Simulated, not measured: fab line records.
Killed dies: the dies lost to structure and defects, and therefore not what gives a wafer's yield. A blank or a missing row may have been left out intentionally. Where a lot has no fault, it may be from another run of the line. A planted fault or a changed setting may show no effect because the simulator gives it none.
Chamber matching || flow gf180mcu || GF_V3_CMP_04 on cmp-01 has 4 sister chambers
The step polishes SiO2. 8 wafers are shown with their chamber, then 7 later ones without.

== WAFERS WITH THEIR CHAMBER ==
{"wafer": "L612.1", "chamber": 3, "motor_current_A (A)": 11.8, "time_to_endpoint_s (s)": 82}
{"wafer": "L612.6", "chamber": 0, "motor_current_A (A)": 13.5, "time_to_endpoint_s (s)": 78}
{"wafer": "L614.1", "chamber": 1, "motor_current_A (A)": 12.2, "time_to_endpoint_s (s)": 91}
{"wafer": "L617.2", "chamber": 1, "motor_current_A (A)": 12.1, "time_to_endpoint_s (s)": 88}
{"wafer": "L617.3", "chamber": 2, "motor_current_A (A)": 10.9, "time_to_endpoint_s (s)": 81}
{"wafer": "L617.6", "chamber": 0, "motor_current_A (A)": 12.5, "time_to_endpoint_s (s)": 86}
{"wafer": "L621.1", "chamber": 3, "motor_current_A (A)": 11.1, "time_to_endpoint_s (s)": 85}
{"wafer": "L621.2", "chamber": 2, "motor_current_A (A)": 11.2, "time_to_endpoint_s (s)": 84}

== WAFERS WITH NO CHAMBER GIVEN ==
{"wafer": "L621.4", "motor_current_A (A)": 12.6, "time_to_endpoint_s (s)": 96}
{"wafer": "L622.2", "motor_current_A (A)": 11.3, "time_to_endpoint_s (s)": 81}
{"wafer": "L622.3", "motor_current_A (A)": 10.8, "time_to_endpoint_s (s)": 79}
{"wafer": "L622.4", "motor_current_A (A)": 11.9, "time_to_endpoint_s (s)": 91}
{"wafer": "L626.1", "motor_current_A (A)": 12.8, "time_to_endpoint_s (s)": 92}
{"wafer": "L626.4", "motor_current_A (A)": 11.2, "time_to_endpoint_s (s)": 83}
{"wafer": "L626.6", "motor_current_A (A)": 12.6, "time_to_endpoint_s (s)": 93}

== WHICH CHAMBER EACH ONE RAN IN ==
{"wafer": "L621.4", "from the rows above": 1, "in truth": 1}
{"wafer": "L622.2", "from the rows above": "can't be placed: 2 or 3", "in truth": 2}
{"wafer": "L622.3", "from the rows above": "can't be placed: 2 or 3", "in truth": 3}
{"wafer": "L622.4", "from the rows above": "can't be placed: 1 or 3", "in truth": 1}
{"wafer": "L626.1", "from the rows above": "can't be placed: 1 or 0", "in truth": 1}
{"wafer": "L626.4", "from the rows above": "can't be placed: 2 or 3", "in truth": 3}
{"wafer": "L626.6", "from the rows above": "can't be placed: 1 or 0", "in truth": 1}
1 of 7 placed correctly. Unplaceable from these rows: 6, with the true chamber sitting among the candidates in 6. Placed wrongly: 0.
How it was worked out, from the rows above alone: a wafer's distance from a chamber is the root of the sum, over the readings, of the square of ((its reading less the chamber's mean) divided by the reading's scatter). If the next closest chamber is less than 2 further off than the closest, the wafer can't be placed; otherwise it belongs to the closest. The mean given for a chamber averages the wafers shown for that chamber. The scatter is the square root of a quotient: the sum, over the shown wafers, of each reading's squared deviation from its chamber's mean, divided by wafers minus chambers.
